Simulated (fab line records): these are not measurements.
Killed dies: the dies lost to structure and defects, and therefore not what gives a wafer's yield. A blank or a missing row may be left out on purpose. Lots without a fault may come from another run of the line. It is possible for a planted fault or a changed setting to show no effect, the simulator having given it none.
What tool caused it? | flow gf180mcu | 18 wafers from 6 lots sampled at 2 of the route's 602 steps

## WHAT THE GAUGES READ, wafer by wafer
GF_M2_RS_MEAS_05: uses a four-point probe to measure.
lot  | measured     | on           | M2_ALCU_RS (ohm/sq)
L642 | day 18 14:08 | filmMetro-01 | 0.0708 0.0698 0.0710
L646 | day 20 06:20 | filmMetro-01 | 0.0683 0.0681 0.0695
L649 | day 21 20:59 | filmMetro-03 | 0.0697 0.0707 0.0693
L650 | day 22 17:40 | filmMetro-01 | 0.0692 0.0696 0.0686
L652 | day 23 01:26 | filmMetro-03 | 0.0690 0.0688 0.0684
L663 | day 26 05:42 | filmMetro-02 | 0.0711 0.0708 0.0704

## TOOL THAT RAN EACH LOT (tool first, then ch and the chambers of the sampled wafers, then the start)
lot  | GF_M2_SPUTTER_02
L642 | pvdSputter-02, day 18 14:01
L646 | pvdSputter-03, day 20 06:14
L649 | pvdSputter-02, day 21 20:53
L650 | pvdSputter-03, day 22 17:33
L652 | pvdSputter-02, day 23 01:17
L663 | pvdSputter-03, day 26 05:34
- GF_M2_SPUTTER_02: material AlCu, target thk 450 nm, time 23.9 s.

## THE ANSWER, worked out from the rows above alone
Rule: the lots themselves supply what counts as usual. Put in order of their means at a reading, lots are off if they are a third of the lots or fewer, leave a main group of 4 or more, and stand apart from it by a gap of 3 or more times the standard deviation of the main group's means; of several such gaps the widest counts. A main group whose means are all the same, to the digits that the tables above print for the reading, isn't used. A lot without any number at a reading at which 4 lots or more have one is off too. Any other lot the step has rows for is counted as sound.
No lot is off on any of the readings shown, so nothing can be concluded from this.

## WHAT THE SIMULATOR PUT IN
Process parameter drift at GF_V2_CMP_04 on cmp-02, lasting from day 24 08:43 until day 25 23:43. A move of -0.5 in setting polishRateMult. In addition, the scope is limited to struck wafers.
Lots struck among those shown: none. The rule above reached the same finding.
